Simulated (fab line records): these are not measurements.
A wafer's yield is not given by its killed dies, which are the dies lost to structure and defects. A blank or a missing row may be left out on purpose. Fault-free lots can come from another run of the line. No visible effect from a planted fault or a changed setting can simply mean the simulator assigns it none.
Comparing a struck lot with a sound one -- flow sky130 -- 44 out of 708 route steps
Sound: these wafers, L471.2, L471.3, L471.5. The struck wafers were L479.1, L479.4, L479.5. At the end, the cause is stated.
Each step with rows lists, per side, the tool, then ch with its chambers, then its first start. Under that, the readings that differ: sound wafers -- struck wafers -- difference of the means -- sigmas: that difference in standard deviations of wafers without a fault.
alike: readings whose means differ by less than 2 such deviations, and words and numbers that are the same on both sides. not compared: withheld readings, readings that some wafer has no value for, bounds like >300 that may hide the same value, and numbers for which the record gives no deviation and whose values overlap.
A row with sigmas, a row that says differs or no value, or rows on one side alone: a step with any of these is where the two part. Numbers that have no deviation but don't overlap get no sigmas and don't part them. Lack of a reading on every wafer of one side parts them only where that side has two or more wafers.

first, 4 steps without rows for these wafers: SKY_LDD_LDN_SOFTBAKE_03 (time 60 s); SKY_LDD_LDN_EXPOSE_04 (exposes mask LDNTM, target cd 700 nm); SKY_LDD_LDN_PEB_05; SKY_LDD_LDN_DEVELOP_06 (develop time 60 s).
SKY_LDD_LDN_OVL_MEAS_07:
  struck on overlay-01, day 25 20:57; sound on overlay-02, day 22 17:41
  alike: LDD_LDN_OVL
then, 4 steps without rows for these wafers: SKY_LDD_LDN_IMPLANT_08; SKY_LDD_LDN_IMPLANT_09; SKY_LDD_LDN_IMPLANT_10; SKY_LDD_LDN_IMPLANT_11.
SKY_LDD_LDN_STRIP_12: strips in O2/N2.
  sound on plasmaAsher-04 ch 0,1, day 22 18:19; struck on plasmaAsher-04 ch 0, day 25 21:35
  alike: drypumpMotorCurrentA, oesProductAu, stripTimeToEndpointS
  not compared: rfHoursCounterH
SKY_LDD_LDN_TW_MEAS_13:
  struck on filmMetro-04, day 25 21:41; sound on filmMetro-03, day 22 18:26
reading,sound,struck,difference,sigmas
LDD_LDN_TW,1471 1481 1486,1457 1460 1464,-19,-2
then, 1 step without rows for these wafers: SKY_LDD_LDN_CLEAN_14 (cleans in SC1/SC2, time 150 s).
SKY_SPACER_CVD_00: deposits Si3N4 from DCS/NH3, target thk 43.1 nm, time 740 s.
  sound on lpcvd-02 ch 0, day 22 18:32; struck on lpcvd-02 ch 0, day 25 22:08
reading,sound,struck,difference,sigmas
model.Si3N4_of_SPACER_CVD_00.thkNm (nm),42.5 42.94 42.69,25.45 25.84 25.68,-17.05,
  alike: zonePowerCentrePct, zonePowerTopPct
SKY_SPACER_THK_MEAS_01:
  struck on filmMetro-01, day 25 23:20; sound on filmMetro-02, day 22 19:45
reading,sound,struck,difference,sigmas
SPACER_CVD_00_THK (nm),42.4 43.0 42.7,25.5 25.8 25.7,-17.0,-50
SKY_SPACER_ETCHBACK_02: etches Si3N4 in CH3F/O2, stops on SiO2, time 46.7 s, target depth 45 nm.
  sound on rieDiel-01 ch 1,2,3, day 22 19:48; struck on rieDiel-01 ch 0,2,3, day 25 23:23
reading,sound,struck,difference,sigmas
oesProductAu (a.u.),0.839 0.860 0.842,0.661 0.663 0.659,-0.186,-32
throttleValvePct (%),10.564 10.566 10.570,10.535 10.528 10.545,-0.031,-3
model.etch.depthNm (nm),42.5 42.94 42.69,25.45 25.84 25.68,-17.05,
  alike: drypumpMotorCurrentA
  not compared: rfHoursCounterH
then, 8 steps without rows for these wafers: SKY_POLY_CUT_DEHYDRATE_00 (time 60 s); SKY_POLY_CUT_HMDS_01 (prime time 60 s); SKY_POLY_CUT_COAT_02 (resist thk 60 nm); SKY_POLY_CUT_COAT_03 (resist thk 450 nm); SKY_POLY_CUT_SOFTBAKE_04 (time 90 s); SKY_POLY_CUT_EXPOSE_05 (exposes mask NPCM, target cd 270 nm); SKY_POLY_CUT_PEB_06; SKY_POLY_CUT_DEVELOP_07 (develop time 60 s).
SKY_POLY_CUT_CD_MEAS_08 targets a cd of 270 nm.
  struck on cdSem-01, day 27 04:59; sound on cdSem-01, day 24 01:37
  alike: cdNm
SKY_POLY_CUT_OVL_MEAS_09:
  struck on overlay-01, day 27 05:07; sound on overlay-02, day 24 01:43
  alike: POLY_CUT_OVL
SKY_POLY_CUT_ETCH_10: etches BARC in N2/H2, stops on SiO2, time 45.9 s, target depth 60 nm.
  sound on rieDiel-02 ch 1,2,3, day 24 01:44; struck on rieDiel-03 ch 1,2, day 27 05:08
  alike: drypumpMotorCurrentA, oesProductAu, throttleValvePct
  not compared: rfHoursCounterH
SKY_POLY_CUT_ETCH_11: etches Si3N4 in CF4/CH2F2/Ar, stops on poly-Si, time 42.5 s, target depth 60 nm.
  sound on rieDiel-02 ch 1,2,3, day 24 01:47; struck on rieDiel-03 ch 1,2, day 27 05:11
  alike: drypumpMotorCurrentA, oesProductAu, throttleValvePct
  not compared: rfHoursCounterH
SKY_POLY_CUT_STRIP_12: strips in O2/N2.
  sound on plasmaAsher-04 ch 0,1, day 24 01:50; struck on plasmaAsher-02 ch 1, day 27 05:14
  alike: drypumpMotorCurrentA, oesProductAu, stripTimeToEndpointS
  not compared: rfHoursCounterH
then, 7 steps without rows for these wafers: SKY_SD_P_DEHYDRATE_00 (time 60 s); SKY_SD_P_HMDS_01 (prime time 60 s); SKY_SD_P_COAT_02 (resist thk 1140 nm); SKY_SD_P_SOFTBAKE_03 (time 60 s); SKY_SD_P_EXPOSE_04 (exposes mask PSDM, target cd 380 nm); SKY_SD_P_PEB_05; SKY_SD_P_DEVELOP_06 (develop time 60 s).
SKY_SD_P_CD_MEAS_07 targets a cd of 380 nm.
  struck on cdSem-02, day 28 10:09; sound on cdSem-02, day 25 07:16
  alike: cdNm
SKY_SD_P_OVL_MEAS_08:
  struck on overlay-02, day 28 10:16; sound on overlay-02, day 25 07:23
  alike: SD_P_OVL
following that, these wafers have no rows for 1 step: SKY_SD_P_IMPLANT_09.
SKY_SD_P_STRIP_10: strips in O2/N2.
  sound on plasmaAsher-02 ch 0,1, day 25 07:34; struck on plasmaAsher-03 ch 0,1, day 28 10:28
  alike: drypumpMotorCurrentA, oesProductAu, stripTimeToEndpointS
  not compared: rfHoursCounterH
SKY_SD_P_TW_MEAS_11:
  struck on filmMetro-02, day 28 10:34; sound on filmMetro-03, day 25 07:40
  alike: SD_P_TW
then, 2 steps without rows for these wafers: SKY_RES_XHIGH_DEHYDRATE_00 (time 60 s); SKY_RES_XHIGH_HMDS_01 (prime time 60 s).
-- the record jumps here: 2 days lie between the struck wafers' starts before and after (it left off in module RES_XHIGH and takes up again in module SALICIDE, whose first step shown is number 361 of the route) --
SKY_SALICIDE_CLEAN_00: cleans in HF-last, time 30 s.
  sound on wetBench-03 ch 1, day 27 19:33; struck on wetBench-03 ch 2, day 30 19:56
reading,sound,struck,difference,sigmas
model.Si3N4_of_SPACER_CVD_00.thkNm (nm),41.51 41.95 41.7,24.49 24.88 24.72,-17.02,
-- the record jumps here: 17 days lie between the struck wafers' starts before and after (it left off in module SALICIDE and takes up again in module PAD_OPEN, whose first step shown is number 708 of the route) --
SKY_PAD_OPEN_PROBE_99:
  struck on prober-01, day 47 21:23; sound on prober-01, day 45 16:20
reading,sound,struck,difference,sigmas
model.etest.pfet_01v8.rOnOhmUm,2897 2964 2907,2288 2336 2306,-613,
model.etest.pfetG5v0d10v5.rOnOhmUm,4738 4779 4761,4613 4653 4544,-156,
model.etest.sonosUncharged.rOnOhmUm,821.8 826 826.3,705.5 704.1 701.1,-121.1,
model.etest.nfetG5v0d10v5.rOnOhmUm,1842 1875 1878,1778 1782 1762,-91,
model.etest.resPdiff.lineOhmUm,1412 1374 1378,1279 1281 1267,-112,
model.etest.nfet_01v8_lvt.driveUaUm,566.5 556.6 560.9,620.3 620.1 626.7,+61.0,
model.etest.pfet_01v8.driveUaUm,190.9 187.9 191.7,256.2 252.6 254.9,+64.4,
model.etest.sramNfetPass.driveUaUm,474 478.6 492.8,547.9 533 545.9,+60.5,
  alike: killed_at_M0_to_M3, killed_at_M4_up, killedAtContacts, killedAtFrontEnd, killedAtOther, killedDies, killedOpen, killedShort

WHERE THEY PART
Last at SKY_SPACER_ETCHBACK_02 as far as this record goes, first at SKY_LDD_LDN_TW_MEAS_13. Later steps at which nothing parts them and some readings are alike: SKY_POLY_CUT_CD_MEAS_08, SKY_POLY_CUT_OVL_MEAS_09, SKY_POLY_CUT_ETCH_10, SKY_POLY_CUT_ETCH_11, SKY_POLY_CUT_STRIP_12, SKY_SD_P_CD_MEAS_07, SKY_SD_P_OVL_MEAS_08, SKY_SD_P_STRIP_10, SKY_SD_P_TW_MEAS_11, SKY_PAD_OPEN_PROBE_99.

WHY: whatever the simulator had introduced
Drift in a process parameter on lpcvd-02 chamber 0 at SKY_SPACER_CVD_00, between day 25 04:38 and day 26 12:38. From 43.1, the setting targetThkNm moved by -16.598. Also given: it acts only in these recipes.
